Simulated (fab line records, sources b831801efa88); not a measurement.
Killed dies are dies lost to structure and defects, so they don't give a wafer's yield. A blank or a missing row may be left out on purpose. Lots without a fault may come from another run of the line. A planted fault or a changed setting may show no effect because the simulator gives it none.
One fault seen from 2 desks | flow sky130 | each desk has only its own numbers; what lay behind them comes last

THE TOOL OWNER'S DESK: pvd_sputter-01
The tool's own readings at SKY_METAL5_SPUTTER_02 (material AlCu, target thk 1150 nm, time 61.2 s): means of the sampled wafers that have a number, for each lot that ran on this tool. A lot is out of limits, marked OUT, if its mean lies more than 4 standard deviations from the usual mean; the brackets give that distance.
Columns: A = chamber_pressure_pa at SKY_METAL5_SPUTTER_02, usual 0.4000 Pa; B = throttle_valve_pct at SKY_METAL5_SPUTTER_02, usual 29.3 %
lot  | first seen here | A      | B
L120 | day 43 06:04    | 0.3995 | 29.5
L123 | day 44 05:28    | 0.4007 | 28.9
L128 | day 45 07:32    | 0.3989 | 29.1
L135 | day 47 10:34    | 0.3998 | 28.9
L138 | day 47 22:09    | 0.3998 | 29.2
This desk's finding: nothing out of limits on any of the 5 lots.

THE METROLOGY DESK
What the gauges read, lot by lot, whatever tool the lot ran on: means of the sampled wafers that have a number. A lot is out of limits, marked OUT, if its mean lies more than 4 standard deviations from the usual mean; the brackets give that distance.
Columns: A = METAL4_OVL at SKY_METAL4_OVL_MEAS_14, usual 1 nm; B = VIA4_BOW at SKY_VIA4_BOW_MEAS_03, usual 79 um; C = METAL5_ALCU_RS at SKY_METAL5_RS_MEAS_05, usual 0.02707 ohm/sq; D = METAL5_ALCU_THK at SKY_METAL5_THK_MEAS_06, usual 1128 nm
lot  | first seen here | A  | B  | C                  | D
L120 | day 42 03:56    | 0  | 81 | 0.02703            | 1128
L121 | day 42 06:27    | 6  | 76 | 0.02703            | 1136
L123 | day 43 04:29    | -8 | 87 | 0.02688            | 1133
L128 | day 44 07:05    | -1 | 77 | 0.02734            | 1124
L135 | day 46 11:08    | 6  | 80 | 0.02494 (-7.6) OUT | 1224 (+7.4) OUT
L138 | day 46 23:26    | 4  | 77 | 0.02596            | 1180 (+4.0) OUT
L139 | day 47 05:39    | 1  | 81 | 0.02694            | 1126
L142 | day 47 21:44    | 3  | 79 | 0.02702            | 1128
L140 | day 47 23:35    | -4 | 80 | 0.02742            | 1114
This desk's finding: out of limits on L135, L138; first on L135, day 47 10:41 (METAL5_ALCU_RS at SKY_METAL5_RS_MEAS_05). In limits: L120, L121, L123, L128, L139, L142, L140.

PUT TOGETHER
The metrology desk could have raised an alarm at day 47 10:41, on L135, L138.
The tool owner's desk saw nothing out of limits.
The tool owner's desk has L135, L138 on record, within its limits.
Of the lots named, all ran SKY_METAL5_SPUTTER_02 on pvd_sputter-01.

WHAT THE SIMULATOR HAD PUT IN
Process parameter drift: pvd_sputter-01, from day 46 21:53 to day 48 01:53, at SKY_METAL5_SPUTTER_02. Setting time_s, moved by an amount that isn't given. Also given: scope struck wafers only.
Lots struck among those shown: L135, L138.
Hours from the fault's start to each desk's first reading out of limits: the metrology desk, 13.
